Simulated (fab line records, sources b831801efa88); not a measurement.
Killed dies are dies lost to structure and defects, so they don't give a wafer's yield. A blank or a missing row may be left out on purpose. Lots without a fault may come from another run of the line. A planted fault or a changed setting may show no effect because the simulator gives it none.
Tool commonality check | flow gf180mcu | 12 lots, 36 wafers sampled

WHY IT WAS OPENED
At GF_PSD_RS_MEAS_14 the reading NSD_RS is flagged on 2 of 12 lots. Wafers without a fault read 46.08 ohm/sq, standard deviation 0.077.
Rule: a lot is flagged when every wafer of it that has a number lies more than 4 standard deviations from that mean, or none has a number. The other lots count as sound.

lot  | measured     | on            | NSD_RS (ohm/sq), wafer by wafer | flag
L782 | day 15 11:16 | film_metro-03 | 46.09 46.16 46.06               |
L783 | day 15 18:55 | film_metro-04 | 46.25 46.17 46.13               |
L784 | day 16 08:11 | film_metro-01 | 46.11 46.22 46.02               |
L788 | day 18 06:11 | film_metro-03 | 45.98 46.10 46.02               |
L789 | day 18 10:37 | film_metro-03 | 46.04 46.09 46.07               |
L791 | day 19 02:40 | film_metro-01 | 47.37 47.48 47.40               | FLAGGED
L792 | day 19 04:49 | film_metro-03 | 47.54 47.44 47.50               | FLAGGED
L794 | day 20 05:56 | film_metro-04 | 45.97 46.02 46.00               |
L797 | day 20 22:10 | film_metro-01 | 45.98 46.06 46.02               |
L798 | day 21 04:49 | film_metro-04 | 46.08 46.00 46.09               |
L800 | day 21 20:11 | film_metro-01 | 46.09 46.08 46.10               |
L801 | day 22 08:28 | film_metro-01 | 45.98 46.08 45.94               |
The numbers of the flagged lots are 47.45 ohm/sq on average: +1.38 ohm/sq against the usual, or +18 standard deviations.

WHICH TOOL RAN EACH LOT
The record holds 3 process steps before the reading, out of a route of 602 steps. In each cell: the tool, then ch and the chambers that the sampled wafers went through, then the start.
lot  | flag    | GF_HV_LDD_RTA_52                 | GF_NSD_IMPLANT_10               | GF_NSD_STRIP_11
L782 |         | rtp_anneal-02 ch 0, day 13 13:02 | implanter-04 ch 0, day 14 12:43 | plasma_asher-04 ch 0,1, day 14 12:52
L783 |         | rtp_anneal-01 ch 0, day 13 21:02 | implanter-04 ch 0, day 14 20:54 | plasma_asher-01 ch 0,1, day 14 21:01
L784 |         | rtp_anneal-02 ch 0, day 14 08:41 | implanter-04 ch 0, day 15 08:55 | plasma_asher-04 ch 0,1, day 15 09:04
L788 |         | rtp_anneal-02 ch 0, day 16 05:06 | implanter-01 ch 0, day 17 05:41 | plasma_asher-01 ch 0,1, day 17 05:48
L789 |         | rtp_anneal-01 ch 0, day 16 09:20 | implanter-04 ch 0, day 17 10:32 | plasma_asher-02 ch 0,1, day 17 10:41
L791 | FLAGGED | rtp_anneal-02 ch 0, day 16 23:44 | implanter-04 ch 0, day 18 01:51 | plasma_asher-04 ch 0,1, day 18 02:00
L792 | FLAGGED | rtp_anneal-02 ch 0, day 17 02:59 | implanter-04 ch 0, day 18 04:21 | plasma_asher-01 ch 0,1, day 18 04:30
L794 |         | rtp_anneal-01 ch 0, day 18 01:48 | implanter-02 ch 0, day 19 04:56 | plasma_asher-04 ch 0, day 19 05:03
L797 |         | rtp_anneal-01 ch 0, day 18 18:11 | implanter-01 ch 0, day 19 21:16 | plasma_asher-01 ch 0,1, day 19 21:25
L798 |         | rtp_anneal-01 ch 0, day 19 01:05 | implanter-01 ch 0, day 20 03:58 | plasma_asher-04 ch 0,1, day 20 04:07
L800 |         | rtp_anneal-02 ch 0, day 19 16:33 | implanter-02 ch 0, day 20 19:53 | plasma_asher-01 ch 0,1, day 20 20:01
L801 |         | rtp_anneal-01 ch 0, day 20 05:00 | implanter-01 ch 0, day 21 07:59 | plasma_asher-02 ch 0,1, day 21 08:07
What these steps do:
- GF_HV_LDD_RTA_52: time 10 s.
- GF_NSD_IMPLANT_10
- GF_NSD_STRIP_11: strips in O2/N2.
- GF_PSD_RS_MEAS_14: measures by four-point-probe.

FLAGGED OVER TOTAL, TOOL BY TOOL (the gauges that took the reading come last)
step              | tool            | lots run | flagged | share of the flagged lots | sound lots run after its first flagged lot
GF_HV_LDD_RTA_52  | rtp_anneal-01   | 6        | 0       | none                      | -
GF_HV_LDD_RTA_52  | rtp_anneal-02   | 6        | 2       | all                       | 1 (L800)
GF_NSD_IMPLANT_10 | implanter-01    | 4        | 0       | none                      | -
GF_NSD_IMPLANT_10 | implanter-02    | 2        | 0       | none                      | -
GF_NSD_IMPLANT_10 | implanter-04    | 6        | 2       | all                       | 0
GF_NSD_STRIP_11   | plasma_asher-01 | 5        | 1       | some                      | 2 (L797,L800)
GF_NSD_STRIP_11   | plasma_asher-02 | 2        | 0       | none                      | -
GF_NSD_STRIP_11   | plasma_asher-04 | 5        | 1       | some                      | 2 (L794,L798)
GF_PSD_RS_MEAS_14 | film_metro-01   | 5        | 1       | some                      | 3 (L797,L800,L801)
GF_PSD_RS_MEAS_14 | film_metro-03   | 4        | 1       | some                      | 0
GF_PSD_RS_MEAS_14 | film_metro-04   | 3        | 0       | none                      | -

WHAT THE TABLE ALLOWS
2 rows of the table ran every flagged lot: rtp_anneal-02 at GF_HV_LDD_RTA_52, implanter-04 at GF_NSD_IMPLANT_10.
- rtp_anneal-02 at GF_HV_LDD_RTA_52: 2 of its 6 lots flagged. Sound lots ran on it after the first flagged one (L800), which a lasting fault on the whole tool wouldn't allow.
- implanter-04 at GF_NSD_IMPLANT_10: 2 of its 6 lots flagged. Its last sound lot is L789 (day 17 10:32), its first flagged lot L791 (day 18 01:51): a fault that began between those two fits. Its own readings lie more than 4 standard deviations out on every wafer of the flagged lots: beam_on_s, faraday_current_uA.
One tool is left: implanter-04 at GF_NSD_IMPLANT_10.

WHAT THE SIMULATOR HAD PUT IN
Process parameter drift: implanter-04, from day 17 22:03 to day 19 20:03, at GF_NSD_IMPLANT_10. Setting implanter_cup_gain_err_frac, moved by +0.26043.
Lots struck among those shown: L791, L792. The rule above found the same.
